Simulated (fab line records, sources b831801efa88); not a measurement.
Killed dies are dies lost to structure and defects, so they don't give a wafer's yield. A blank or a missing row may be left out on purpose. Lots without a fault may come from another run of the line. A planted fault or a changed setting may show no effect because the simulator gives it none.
Chamber matching | flow gf180mcu | GF_SAB_ETCH_11 on rie_diel-02: 4 sister chambers
The step etches SiO2 in C4F8/O2/Ar, target depth 55 nm, time 8.5 s. 16 wafers are shown with their chamber, then 8 later ones without.

WAFERS WITH THEIR CHAMBER
wafer  | chamber | oes_product_au (a.u.)
L074.2 | 3       | 1.001
L074.5 | 0       | 0.990
L074.6 | 3       | 1.004
L077.1 | 3       | 1.001
L077.4 | 1       | 1.001
L077.5 | 0       | 1.004
L079.4 | 1       | 1.004
L079.5 | 1       | 1.008
L079.6 | 0       | 1.004
L082.1 | 3       | 1.001
L082.2 | 1       | 0.999
L082.6 | 2       | 0.990
L089.1 | 2       | 0.990
L089.4 | 0       | 0.997
L089.5 | 1       | 1.003
L092.1 | 3       | 1.004

SIGNATURES (means of the wafers above)
reading        | chamber 0 | chamber 1 | chamber 2 | chamber 3 | scatter within a chamber
oes_product_au | 0.99875   | 1.00300   | 0.99000   | 1.00220   | 0.004
Rule: a wafer's distance from a chamber is the root of the sum, over the readings, of the square of ((its reading less the chamber's mean) divided by the reading's scatter). The wafer belongs to the nearest chamber; if the next one is less than 2 further off, it can't be placed. The scatter: the root of (the sum of the squares of (reading less its chamber's mean) over the shown wafers, divided by (wafers less chambers)).

WAFERS WITHOUT THEIR CHAMBER
wafer  | oes_product_au (a.u.)
L092.5 | 0.982
L092.6 | 0.998
L095.2 | 0.992
L095.3 | 0.996
L095.6 | 0.997
L096.1 | 0.990
L096.2 | 1.002
L096.3 | 0.995

WHICH CHAMBER EACH WENT THROUGH
wafer  | from the rows above               | in truth
L092.5 | 2                                 | 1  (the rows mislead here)
L092.6 | can't be placed: 0 or 3 or 1 or 2 | 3
L095.2 | can't be placed: 2 or 0           | 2
L095.3 | can't be placed: 0 or 2 or 3 or 1 | 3
L095.6 | can't be placed: 0 or 3 or 1 or 2 | 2
L096.1 | 2                                 | 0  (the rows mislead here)
L096.2 | can't be placed: 3 or 1 or 0      | 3
L096.3 | can't be placed: 0 or 2 or 3 or 1 | 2
Placed correctly: 0 of 8. Can't be placed from these rows: 6 (the true chamber is among the candidates in 6). Placed wrongly: 2.
